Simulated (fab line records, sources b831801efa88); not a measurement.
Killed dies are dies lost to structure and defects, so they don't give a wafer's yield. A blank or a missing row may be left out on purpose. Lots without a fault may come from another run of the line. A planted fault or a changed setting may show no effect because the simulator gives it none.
Which tool did it? | flow gf180mcu | 6 lots, 18 wafers sampled, at 3 steps of a route of 602

WHAT THE GAUGES READ, wafer by wafer
GF_HV_LDD_CD_MEAS_07: target cd 400 nm.
lot  | measured     | on        | cd_nm (nm)
L892 | day 10 07:05 | cd_sem-02 | 400.8 399.8 399.2
L894 | day 10 18:38 | cd_sem-01 | 400.0 401.6 400.6
L897 | day 11 17:40 | cd_sem-01 | 397.5 400.1 398.7
L902 | day 13 09:41 | cd_sem-01 | 398.4 399.0 397.6
L911 | day 16 04:06 | cd_sem-02 | 407.9 407.9 408.1
L913 | day 17 02:08 | cd_sem-02 | 399.9 401.0 397.9

WHICH TOOL RAN EACH LOT (tool, then ch and the chambers of the sampled wafers, then the start)
lot  | GF_VT_IMPLANT_STRIP_42               | GF_HV_LDD_DEVELOP_06
L892 | plasma_asher-03 ch 0,1, day 7 20:43  | litho_track-04 ch 0, day 10 06:56
L894 | plasma_asher-04 ch 0,1, day 8 06:10  | litho_track-02 ch 0, day 10 18:30
L897 | plasma_asher-02 ch 0,1, day 9 03:22  | litho_track-04 ch 0, day 11 17:31
L902 | plasma_asher-03 ch 0,1, day 10 15:07 | litho_track-03 ch 0, day 13 09:32
L911 | plasma_asher-03 ch 0,1, day 13 05:04 | litho_track-04 ch 0, day 16 03:58
L913 | plasma_asher-03 ch 0,1, day 13 23:34 | litho_track-03 ch 0, day 17 01:59
- GF_VT_IMPLANT_STRIP_42: strips in O2/N2.
- GF_HV_LDD_DEVELOP_06: develop time 60 s.

THE ANSWER, worked out from the rows above alone
Rule: what is usual is taken from the lots themselves. Put in order of their means at a reading, lots are off if they are a third of the lots or fewer, leave a main group of 4 or more, and stand apart from it by a gap of 3 or more times the standard deviation of the main group's means; of several such gaps the widest counts. A main group whose means are all the same, to the digits that the tables above print for the reading, isn't used. A lot without any number at a reading at which 4 lots or more have one is off too. The other lots that the step has rows for count as sound.
Off: L911, at GF_HV_LDD_CD_MEAS_07 (cd_nm). The main group: mean 399.5 nm, standard deviation 0.85.
A tool fits if, at a process step before that reading, it ran every lot that is off, and no sound lot after the first of them. The gauges at GF_HV_LDD_CD_MEAS_07 are tried like those tools. One fits: litho_track-04 at GF_HV_LDD_DEVELOP_06. Its last sound lot is L897 (day 11 17:31), its first lot that is off L911 (day 16 03:58): a fault that began between those two fits.

WHAT THE SIMULATOR HAD PUT IN
Process parameter drift: litho_track-04, from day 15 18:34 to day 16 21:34, at GF_HV_LDD_DEVELOP_06. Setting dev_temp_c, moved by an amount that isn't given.
Lots struck among those shown: L911. The rule above found the same.
